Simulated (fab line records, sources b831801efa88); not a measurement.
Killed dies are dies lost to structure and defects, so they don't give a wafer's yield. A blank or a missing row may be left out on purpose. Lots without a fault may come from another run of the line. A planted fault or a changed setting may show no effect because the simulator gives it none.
Which tool did it? | flow gf180mcu | 14 lots, 42 wafers sampled, at 2 steps of a route of 602

WHAT THE GAUGES READ, wafer by wafer
GF_HV_LDD_OVL_MEAS_32. Usual: HV_LDD_02_OVL 2.1 nm, standard deviation 1.9.
lot  | measured     | on         | HV_LDD_02_OVL (nm) | flag
L451 | day 11 19:53 | overlay-02 | 3.4 3.0 2.8        |
L452 | day 12 06:01 | overlay-01 | 3.8 2.7 1.6        |
L453 | day 12 11:27 | overlay-02 | -1.6 -1.7 -1.3     |
L454 | day 12 22:49 | overlay-02 | 3.2 4.4 2.5        |
L455 | day 13 07:21 | overlay-02 | 2.7 1.2 -1.1       |
L456 | day 13 15:05 | overlay-01 | 2.6 3.9 3.8        |
L457 | day 13 20:35 | overlay-02 | 1.3 3.2 2.3        |
L458 | day 14 05:40 | overlay-01 | 2.1 1.1 1.6        |
L467 | day 17 04:11 | overlay-01 | 2.8 5.9 4.8        |
L468 | day 17 15:17 | overlay-02 | 3.3 1.3 1.2        |
L470 | day 18 05:08 | overlay-02 | -1.5 -1.6 -0.3     |
L471 | day 18 11:05 | overlay-01 | -0.1 1.0 0.6       |
L472 | day 18 22:38 | overlay-01 | 2.3 4.0 4.3        |
L473 | day 19 00:17 | overlay-01 | 1.3 1.5 1.9        |

GF_NSD_CD_MEAS_07: target cd 400 nm. Usual: cd_nm 400.0 nm, standard deviation 2.3.
lot  | measured     | on        | cd_nm (nm)        | flag
L451 | day 13 14:28 | cd_sem-02 | 404.4 403.6 401.0 |
L452 | day 14 00:49 | cd_sem-01 | 396.8 397.3 396.0 |
L453 | day 14 05:56 | cd_sem-01 | 399.7 401.0 398.6 |
L454 | day 14 18:19 | cd_sem-02 | 402.5 401.8 402.2 |
L455 | day 15 03:35 | cd_sem-01 | 401.5 400.6 401.9 |
L456 | day 15 11:40 | cd_sem-01 | 397.1 397.8 398.6 |
L457 | day 15 16:55 | cd_sem-02 | 400.5 402.3 403.5 |
L458 | day 16 03:47 | cd_sem-01 | 398.4 398.2 396.6 |
L467 | day 19 07:16 | cd_sem-02 | 401.2 400.4 399.5 |
L468 | day 19 18:18 | cd_sem-01 | 396.1 398.7 398.5 |
L470 | day 20 09:17 | cd_sem-01 | 398.5 398.8 399.9 |
L471 | day 20 16:52 | cd_sem-01 | 400.6 399.9 401.6 |
L472 | day 21 03:18 | cd_sem-02 | 400.9 399.9 397.7 |
L473 | day 21 04:34 | cd_sem-02 | 402.5 401.1 399.6 |

WHICH TOOL RAN EACH LOT (tool, then ch and the chambers of the sampled wafers, then the start)
The record holds no process step before these readings.

WHAT THE TOOLS THEMSELVES READ (means of the sampled wafers that have a number; where no wafer has one, the mark that the record gives instead)
The record holds no such reading with a usual standard deviation.

THE ANSWER, worked out from the rows above alone
Rule: a lot is off if the mean of its wafers that have a number lies more than 3 standard deviations from the usual mean. A lot without any number at a reading at which 4 lots or more have one is off too. The other lots that the step has rows for count as sound. The gauges are gone through in route order, then the tools' own readings, and for those a lot's mean is taken as printed above. The first step at which some lot is off is used, and at that step the reading that is off furthest; a lot without a number counts as furthest.
No lot is off at any reading shown: from this, nothing can be told.

WHAT THE SIMULATOR HAD PUT IN
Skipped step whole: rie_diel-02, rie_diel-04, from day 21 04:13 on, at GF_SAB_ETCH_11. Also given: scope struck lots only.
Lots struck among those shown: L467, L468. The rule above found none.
